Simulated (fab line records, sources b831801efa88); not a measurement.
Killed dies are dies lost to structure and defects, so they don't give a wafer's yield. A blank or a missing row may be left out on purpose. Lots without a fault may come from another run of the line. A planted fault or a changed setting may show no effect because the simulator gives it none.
One fault seen from 2 desks | flow gf180mcu | each desk has only its own numbers; what lay behind them comes last

THE TOOL OWNER'S DESK: rie_diel-02
The tool's own readings at GF_CONTACT_ETCH_16 (etches BARC in N2/H2): means of the sampled wafers that have a number, for each lot that ran on this tool. A lot is out of limits, marked OUT, if its mean lies more than 4 standard deviations from the usual mean; the brackets give that distance.
Columns: A = drypump_motor_current_A at GF_CONTACT_ETCH_16, usual 5.6 A; B = oes_product_au at GF_CONTACT_ETCH_16, usual 0.855 a.u.; C = throttle_valve_pct at GF_CONTACT_ETCH_16, usual 13.224 %
lot  | first seen here | A   | B     | C
L267 | day 18 06:19    | 5.9 | 0.853 | 13.226
L269 | day 18 22:13    | 5.9 | 0.857 | 13.223
L271 | day 19 20:31    | 5.2 | 0.852 | 13.227
L274 | day 20 18:04    | 5.7 | 0.852 | 13.233
L275 | day 21 06:46    | 5.7 | 0.857 | 13.224
L277 | day 21 17:28    | 5.7 | 0.857 | 13.219
This desk's finding: nothing out of limits on any of the 6 lots.

THE METROLOGY DESK
What the gauges read, lot by lot, whatever tool the lot ran on: means of the sampled wafers that have a number. A lot is out of limits, marked OUT, if its mean lies more than 4 standard deviations from the usual mean; the brackets give that distance.
Columns: A = V2_CVD_02_THK at GF_V2_THK_MEAS_03, usual 855 nm; B = V3_CVD_00_THK at GF_V3_THK_MEAS_01, usual 598 nm
lot  | first seen here | A   | B
L261 | day 19 02:37    | 845 | 603
L262 | day 19 12:07    | 858 | 598
L263 | day 19 21:40    | 843 | 601
L264 | day 20 09:14    | 860 | 595
L267 | day 21 12:49    | 863 | 597
L269 | day 22 03:55    | 846 | 597
L271 | day 22 23:44    | 844 | 596
L274 | day 23 21:16    | 856 | 602
L275 | day 24 09:04    | 843 | 596
L276 | day 24 14:47    | 854 | 594
L277 | day 24 18:55    | 863 | 592
L282 | day 26 15:13    | 851 | 591
L283 | day 26 18:26    | 853 | 605
L284 | day 27 02:33    | 861 | 594
This desk's finding: nothing out of limits on any of the 14 lots.

PUT TOGETHER
The tool owner's desk saw nothing out of limits.
The metrology desk saw nothing out of limits.

WHAT THE SIMULATOR HAD PUT IN
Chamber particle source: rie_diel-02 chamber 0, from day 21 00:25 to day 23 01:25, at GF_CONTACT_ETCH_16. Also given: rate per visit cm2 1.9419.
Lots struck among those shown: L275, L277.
